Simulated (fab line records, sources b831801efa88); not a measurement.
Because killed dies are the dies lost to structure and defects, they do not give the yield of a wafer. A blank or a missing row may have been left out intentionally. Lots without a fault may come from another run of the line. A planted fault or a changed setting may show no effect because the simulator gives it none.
fab line records | flow sky130
record: lots: 7 wafers: 21 lastDay: 50
route steps=708 shown CAP2M@616 METAL4@621 PAD_OPEN@708
lots that met no fault: taken from a fault-free run of the same line
startH: the number of hours between the record's first day and the start of the first shown wafer of the lot | waitH: time in hours since the lot's previous step | " same as the row above | L1.1+2: a single row standing in for several wafers | - value missing, or start not given | * or withheld: withheld | < > ~ a bound
route shown NAME@n: a module of which the file shows steps, and the number in the route of the first | usual: mean/standard deviation of fault-free wafers | same: alike in all rows | chamber/n: place in a boat | sites: readings site by site | _std_site: standard deviation of those values | _edge_site: inner sites' mean taken away from outer sites' mean | radiusMm: for every site, how far away it sits from the centre of the wafer | mask NAME#n: copy n | behind: tool/chamber where the wafer was last shaped | hold: why the lot went on hold/how many hours it stayed there/how the hold came to an end | device: transistor that didn't switch, given as n, p or np | end of line: the same wafers' tests at the end of the route | a step without rows: its recipe alone | killed: dies that structure and defects cost at the first sort, which is not the same as the wafer's yield | map: a wafer's dies, marking killed ones x, the rest . and places with no die _
set.NAME: the setting the step ran with; set.NAME@STEP: the setting that earlier step ran with | model.NAME: the simulator's own value behind a step, which no gauge read
lots at selected steps of the route; one table per step, one row per wafer
services: from which hour (startH, from the record's first day; less than 0 if before it) a tool's chamber was out of use, for how many hours, and why
== steps ==
step: SKY_CAP2M_METAL_ETCH_13
recipe: targetDepthNm: 220 stopOn: SiO2 chemistry: Cl2/BCl3 target: TiN pressureMtorr: 10 icpW: 900 biasW: 48.5 Cl2_flow_sccm: 60 bcl3FlowSccm: 30 timeS: 62.9
usual: drypumpMotorCurrentA: 5.7/0.48 oesProductAu: 0.941/0.0072 throttleValvePct: 21.902/0.0094
columns lot.wafer tool chamber startH waitH drypumpMotorCurrentA oesProductAu rfHoursCounterH throttleValvePct
L683.1 rieMetal-01 0 949.92 0.0 5.2 0.942 6 21.900
L683.5 " 0 " " 5.3 0.945 - 21.899
L683.6 " 1 " " 6.4 0.937 - 21.910
L688.2 rieMetal-01 0 987.57 0.0 5.3 0.947 8 21.908
L688.5 " 0 " " 5.2 0.936 - 21.901
L688.6 " 1 " " 6.4 0.934 - 21.908
L693.3 rieMetal-02 1 1028.45 0.0 5.8 0.933 - 21.906
L693.4 " 0 " " 5.7 0.925 - 21.890
L693.6 " 1 " " 5.8 0.935 - 21.888
L694.1 rieMetal-02 1 1036.37 0.0 5.8 0.934 10 21.892
L694.3 " 0 " " 5.7 0.935 - 21.914
L694.5 " 1 " " 5.8 0.944 - 21.887
L695.2 rieMetal-01 0 1038.92 0.0 5.3 0.943 11 21.906
L695.3 " 1 " " 6.4 0.948 - 21.901
L695.6 " 1 " " 6.4 0.948 - 21.917
L703.1 rieMetal-01 1 1092.88 0.0 6.4 0.944 11 21.903
L703.2 " 0 " " 5.2 0.943 15 21.898
L703.3 " 0 " " 5.2 0.935 - 21.903
L705.1 rieMetal-04 0 1100.12 0.0 5.8 0.926 20 21.908
L705.5 " 0 " " 5.8 0.931 - 21.910
L705.6 " 1 " " 5.0 0.927 - 21.920
step: SKY_CAP2M_STRIP_14
recipe: chemistry: O2/N2 powerW: 1400 pressureMtorr: 1500 platenTempC: withheld o2FlowSccm: 3000 n2FlowSccm: 300 overashFraction: 0.5
usual: drypumpMotorCurrentA: 5.96/0.25 oesProductAu: 0.710/0.0043 stripTimeToEndpointS: 12.70/0.043
columns lot.wafer tool chamber startH waitH drypumpMotorCurrentA oesProductAu rfHoursCounterH stripTimeToEndpointS
L683.1 plasmaAsher-04 1 950.00 0.1 5.96 0.707 52 12.72
L683.5 " 1 " " 5.95 0.706 - 12.68
L683.6 " 0 " " 6.22 0.708 - 12.70
L688.2 plasmaAsher-04 1 987.65 0.1 5.96 0.710 56 12.73
L688.5 " 0 " " 6.29 0.717 - 12.68
L688.6 " 1 " " 5.96 0.709 - 12.65
L693.3 plasmaAsher-02 1 1028.53 0.1 5.73 0.708 - 12.71
L693.4 " 0 " " 5.60 0.703 - 12.66
L693.6 " 1 " " 5.72 0.705 - 12.70
L694.1 plasmaAsher-04 1 1036.45 0.1 5.98 0.718 61 12.72
L694.3 " 0 " " 6.25 0.713 - 12.68
L694.5 " 1 " " 5.96 0.710 - 12.65
L695.2 plasmaAsher-04 0 1039.00 0.1 6.23 0.719 62 12.69
L695.3 " 0 " " 6.23 0.715 - 12.63
L695.6 " 0 " " 6.21 0.706 - 12.67
L703.1 plasmaAsher-02 0 1092.98 0.1 5.61 0.704 94 12.78
L703.2 " 1 " " 5.71 0.707 94 12.78
L703.3 " 0 " " 5.59 0.706 - 12.82
L705.1 plasmaAsher-04 0 1100.20 0.1 6.24 0.703 69 12.59
L705.5 " 0 " " 6.24 0.715 - 12.57
L705.6 " 1 " " 5.98 0.704 - 12.64
step: SKY_CAP2M_STRIP_15
recipe: chemistry: postEtchResidueRemover timeS: 1200 tempC: 72.5
step: SKY_CAP2M_CLEAN_16
recipe: chemistry: IPA timeS: 180 tempC: 25
step: SKY_CAP2M_CLEAN_17
recipe: chemistry: O3/DIW dry: n2Spin
step: SKY_METAL4_DEHYDRATE_05
recipe: tempC: 200 timeS: 60
step: SKY_METAL4_HMDS_06
recipe: primeTimeS: 60 primeTempC: 120
step: SKY_METAL4_COAT_07
recipe: resist: BARC tempC: withheld timeS: withheld spinRpm: 3000 resistThkNm: 60
step: SKY_METAL4_COAT_08
recipe: resist: KrF-thick spinRpm: 3000 resistThkNm: 1140
step: SKY_METAL4_SOFTBAKE_09
recipe: tempC: 100 timeS: 90 resist: KrF-thick
step: SKY_METAL4_EXPOSE_10
recipe: maskId: MM4 na: 0.68 sourceShape: annular sigmaInner: 0.4 sigmaOuter: 0.8 targetCdNm: 300 doseMj: 28
step: SKY_METAL4_PEB_11
recipe: pebTempC: withheld pebTimeS: withheld resist: KrF-thick
step: SKY_METAL4_DEVELOP_12
recipe: developTimeS: 60 resist: KrF-thick devTempC: 21
usual: developerTempC: 21.00/0.13
columns lot.wafer tool chamber startH waitH developerTempC
L683.1 lithoTrack-04 0 974 - 21.24
L683.5 " 0 " " 21.27
L683.6 " 0 " " 21.20
L688.2 lithoTrack-02 0 1010 - 21.10
L688.5 " 0 " " 21.08
L688.6 " 0 1011 - 21.21
L693.3 lithoTrack-02 0 1050 - 20.22
L693.4 " 0 " " 20.22
L693.6 " 0 " " 20.34
L694.1 lithoTrack-02 0 1058 - 20.16
L694.3 " 0 " " 20.35
L694.5 " 0 " " 20.22
L695.2 lithoTrack-02 0 1060 - 20.16
L695.3 " 0 " " 19.94
L695.6 " 0 " " 20.19
L703.1 lithoTrack-01 0 1112 - 20.94
L703.2 " 0 " " 20.91
L703.3 " 0 " " 21.10
L705.1 lithoTrack-02 0 1120 - 20.89
L705.5 " 0 " " 20.91
L705.6 " 0 " " 20.91
step: SKY_METAL4_CD_MEAS_13
recipe: targetCdNm: 300
usual: cdNm: 299.6/1.3
columns lot.wafer tool chamber startH waitH cdNm
L683.1 cdSem-01 - 974.17 - 299.8
L683.5 " - " " 299.5
L683.6 " - " " 300.1
L688.2 cdSem-02 - 1011.14 - 300.4
L688.5 " - " " 299.2
L688.6 " - " " 300.3
L693.3 cdSem-02 - 1050.48 - 301.5
L693.4 " - " " 301.7
L693.6 " - " " 301.0
L694.1 cdSem-02 - 1058.39 - 300.1
L694.3 " - " " 301.5
L694.5 " - " " 300.9
L695.2 cdSem-01 - 1060.41 - 300.7
L695.3 " - " " 298.3
L695.6 " - " " 298.0
L703.1 cdSem-02 - 1112.98 - 298.3
L703.2 " - " " 299.6
L703.3 " - " " 299.6
L705.1 cdSem-02 - 1120.74 - 300.7
L705.5 " - " " 302.6
L705.6 " - " " 299.3
step: SKY_PAD_OPEN_PROBE_99
usual: defectLimitedYield: 82.4/1.8 killed_at_M0_to_M3: 44/7 killed_at_M4_up: 3.2/2 killedAtContacts: 25/5.3 killedAtFrontEnd: 15/4.3 killedAtOther: 0.3/0.54 killedDies: 86/8.7 killedOpen: 47/6.4 killedShort: 39/5.6 sort_bin_3_pad_short: 0.9/0.43 sort_bin_5_function: 10.4/1.4 sort_bin_6_memory: 6.3/1.2 sortNPass: 406/8.7 sortYieldPct: 82.4/1.8
same: grossDies: 492 killedAtBackSide: 0 sort_bin_4_leakage[%]: 0 sort_bin_8_speed[%]: 0
columns lot.wafer tool chamber startH waitH defectLimitedYield[%] killed_at_M0_to_M3 killed_at_M4_up killedAtContacts killedAtFrontEnd killedAtOther killedDies killedOpen killedShort sort_bin_3_pad_short[%] sort_bin_5_function[%] sort_bin_6_memory[%] sortNPass sortYieldPct[%]
L683.1 prober-01 - 1070.70 0.1 81.7 48 1 26 15 0 90 50 39 1.0 10.2 7.1 402 81.7
L683.5 prober-01 - 1070.90 0.2 81.9 49 4 27 9 0 89 46 43 1.2 11.2 5.7 403 81.9
L683.6 prober-01 - 1070.95 0.2 79.7 53 2 25 20 0 100 51 49 1.2 10.2 8.9 392 79.7
L688.2 prober-02 - 1103.86 0.1 82.7 41 1 23 20 0 85 48 37 0.6 11.8 4.9 407 82.7
L688.5 prober-02 - 1104.01 0.2 84.6 37 1 29 8 1 76 45 30 0.8 8.5 6.1 416 84.6
L688.6 prober-02 - 1104.06 0.2 82.5 36 2 26 21 1 86 40 45 0.6 8.9 7.9 406 82.5
L693.3 prober-01 - 1137.47 0.2 81.7 46 1 27 16 0 90 41 49 1.0 11.2 6.1 402 81.7
L693.4 prober-01 - 1137.52 0.2 82.9 38 3 28 15 0 84 47 36 0.2 8.9 7.9 408 82.9
L693.6 prober-01 - 1137.62 0.2 84.3 46 1 22 8 0 77 47 30 1.8 9.6 4.3 415 84.3
L695.2 prober-01 - 1146.51 0.1 82.5 38 0 31 17 0 86 52 34 0 11.0 6.5 406 82.5
L695.3 prober-01 - 1146.56 0.2 82.7 51 1 20 12 1 85 52 33 1.0 9.8 6.5 407 82.7
L695.6 prober-01 - 1146.71 0.2 79.5 44 3 41 13 0 101 59 41 0.6 12.0 7.9 391 79.5
L703.1 prober-01 - 1190.19 0.1 84.1 33 1 24 20 0 78 45 33 0.2 11.2 4.5 414 84.1
L703.2 prober-01 - 1190.24 0.1 79.9 49 4 27 19 0 99 51 48 0 11.0 9.1 393 79.9
L703.3 prober-01 - 1190.29 0.2 81.5 49 1 23 18 0 91 54 37 0.6 10.2 7.7 401 81.5
L705.1 prober-02 - 1198.36 0.1 82.5 42 3 27 14 0 86 44 42 0.8 9.8 6.9 406 82.5
L705.5 prober-02 - 1198.56 0.2 83.9 37 2 21 19 0 79 34 45 1.0 9.8 5.3 413 83.9
L705.6 prober-02 - 1198.61 0.2 80.7 33 3 40 19 0 95 53 42 0.6 10.8 7.9 397 80.7
killed by level:class
L683.1 CONTACT:geometricParticle:open=11 VIA1:geometricParticle:open=10 VIA2:geometricParticle:open=9 VIA2:geometricParticle:short=6 CONTACT:geometricParticle:short=5 POLY_GATE:geometricParticle:open=4 LI_CONTACT:geometricParticle:open=4 METAL1:geometricParticle:short=4
L683.5 CONTACT:geometricParticle:open=9 CONTACT:geometricParticle:short=8 VIA3:geometricParticle:open=8 VIA2:geometricParticle:open=7 METAL1:geometricParticle:short=7 VIA1:geometricParticle:open=7 LI_CONTACT:geometricParticle:open=6 VIA1:geometricParticle:short=5
L683.6 METAL1:geometricParticle:short=10 VIA2:geometricParticle:open=10 CONTACT:geometricParticle:open=7 VIA1:geometricParticle:open=7 LI_CONTACT:geometricParticle:open=6 FIELD_ISO:geometricParticle:open=5 METAL3:geometricParticle:short=5 METAL2:geometricParticle:short=5
L688.2 VIA1:geometricParticle:open=13 LOCAL_INTERCONNECT:geometricParticle:short=7 CONTACT:geometricParticle:open=7 FIELD_ISO:geometricParticle:open=6 FIELD_ISO:geometricParticle:short=6 VIA3:geometricParticle:open=6 LI_CONTACT:geometricParticle:open=5 VIA2:geometricParticle:open=5
L688.5 LI_CONTACT:geometricParticle:open=12 CONTACT:geometricParticle:open=7 VIA2:geometricParticle:open=6 VIA1:geometricParticle:open=6 METAL2:geometricParticle:short=6 CONTACT:geometricParticle:short=4 VIA1:geometricParticle:short=4 FIELD_ISO:geometricParticle:short=3
L688.6 FIELD_ISO:geometricParticle:open=8 LI_CONTACT:geometricParticle:open=7 CONTACT:geometricParticle:open=7 METAL1:geometricParticle:short=7 METAL2:geometricParticle:short=7 VIA1:geometricParticle:short=6 POLY_GATE:geometricParticle:short=5 CONTACT:geometricParticle:short=5
L693.3 CONTACT:geometricParticle:open=9 VIA1:geometricParticle:open=8 VIA1:geometricParticle:short=6 VIA3:geometricParticle:open=6 CONTACT:geometricParticle:short=5 POLY_GATE:geometricParticle:short=5 LI_CONTACT:geometricParticle:short=5 METAL1:geometricParticle:short=5
L693.4 CONTACT:geometricParticle:open=10 CONTACT:geometricParticle:short=7 VIA1:geometricParticle:open=7 LI_CONTACT:geometricParticle:open=6 VIA3:geometricParticle:open=6 FIELD_ISO:geometricParticle:short=5 VIA3:geometricParticle:short=5 VIA2:geometricParticle:open=5
L693.6 METAL1:geometricParticle:short=11 VIA1:geometricParticle:open=8 VIA2:geometricParticle:open=7 LI_CONTACT:geometricParticle:open=6 VIA3:geometricParticle:open=6 LOCAL_INTERCONNECT:geometricParticle:short=5 CONTACT:geometricParticle:open=5 FIELD_ISO:geometricParticle:open=4
L695.2 LI_CONTACT:geometricParticle:open=9 VIA2:geometricParticle:open=8 CONTACT:geometricParticle:open=8 VIA1:geometricParticle:open=8 LOCAL_INTERCONNECT:geometricParticle:short=6 METAL2:geometricParticle:short=6 POLY_GATE:geometricParticle:open=5 VIA2:geometricParticle:short=4
L695.3 VIA1:geometricParticle:open=14 METAL2:geometricParticle:short=7 VIA2:geometricParticle:open=7 CONTACT:geometricParticle:open=6 FIELD_ISO:geometricParticle:open=5 CONTACT:geometricParticle:short=5 LI_CONTACT:geometricParticle:open=4 LOCAL_INTERCONNECT:geometricParticle:short=4
L695.6 CONTACT:geometricParticle:open=18 VIA1:geometricParticle:open=11 CONTACT:geometricParticle:short=9 VIA2:geometricParticle:open=8 LI_CONTACT:geometricParticle:open=7 METAL2:geometricParticle:short=7 VIA3:geometricParticle:open=5 LOCAL_INTERCONNECT:geometricParticle:short=4
L703.1 FIELD_ISO:geometricParticle:short=10 CONTACT:geometricParticle:open=10 VIA3:geometricParticle:open=8 LI_CONTACT:geometricParticle:open=7 LOCAL_INTERCONNECT:geometricParticle:short=6 FIELD_ISO:geometricParticle:open=5 VIA2:geometricParticle:open=5 VIA1:geometricParticle:open=3
L703.2 VIA3:geometricParticle:open=12 METAL2:geometricParticle:short=9 LI_CONTACT:geometricParticle:open=7 LOCAL_INTERCONNECT:geometricParticle:short=7 METAL1:geometricParticle:short=7 POLY_GATE:geometricParticle:open=6 VIA2:geometricParticle:open=6 CONTACT:geometricParticle:short=5
L703.3 VIA1:geometricParticle:open=13 LI_CONTACT:geometricParticle:open=8 CONTACT:geometricParticle:open=8 VIA3:geometricParticle:open=8 METAL2:geometricParticle:short=7 FIELD_ISO:geometricParticle:open=6 VIA2:geometricParticle:open=6 FIELD_ISO:geometricParticle:short=5
L705.1 CONTACT:geometricParticle:open=11 VIA1:geometricParticle:open=9 FIELD_ISO:geometricParticle:open=6 VIA1:geometricParticle:short=6 METAL2:geometricParticle:short=6 LI_CONTACT:geometricParticle:open=5 SPACER:geometricParticle:short=4 LI_CONTACT:geometricParticle:short=4
L705.5 CONTACT:geometricParticle:short=10 VIA1:geometricParticle:open=8 VIA2:geometricParticle:open=6 VIA1:geometricParticle:short=6 VIA3:geometricParticle:open=6 FIELD_ISO:geometricParticle:short=5 POLY_GATE:geometricParticle:short=5 LI_CONTACT:geometricParticle:open=5
L705.6 CONTACT:geometricParticle:open=15 CONTACT:geometricParticle:short=13 VIA1:geometricParticle:open=8 FIELD_ISO:geometricParticle:open=6 VIA2:geometricParticle:open=6 LI_CONTACT:geometricParticle:open=5 POLY_GATE:geometricParticle:open=4 LI_CONTACT:geometricParticle:short=4
== services ==
columns tool chamber startH hours kind
rieMetal-04 1 928.13 5.1 repair
rieMetal-04 - 971.70 0.7 repair
rieMetal-04 - 1035.26 28.1 pm
plasmaAsher-02 - 1035.97 21.6 pm
plasmaAsher-04 - 1057.59 2.8 pm
rieMetal-01 - 1070.72 2.3 repair
rieMetal-01 - 1093.64 2.8 pm
plasmaAsher-04 - 1104.44 0.9 repair
plasmaAsher-04 - 1109.39 0.5 repair
plasmaAsher-02 - 1120.63 3.4 repair
== key ==
firstSign: step: SKY_METAL4_DEVELOP_12 reading: developerTempC direction: down sigmas: 6.4 usual: * struck: *
effect none on later readings
metAt SKY_METAL4_DEVELOP_12
struckWafers L693.3,L693.4,L693.6,L694.1,L694.3,L694.5,L695.2,L695.3,L695.6
loopTrim: step: SKY_METAL4_EXPOSE_10 setting: dose lots: L695
onsetBetween 1010 1050
fault: kind: processParameterDrift tool: lithoTrack-02 chamber: - onsetH: 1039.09 steps: SKY_METAL4_DEVELOP_12 channel: devTempC offset: * shape: step endH: 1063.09 actsIn: * stated: *
loopTrim: a control loop set the setting to another value than it would have without faults
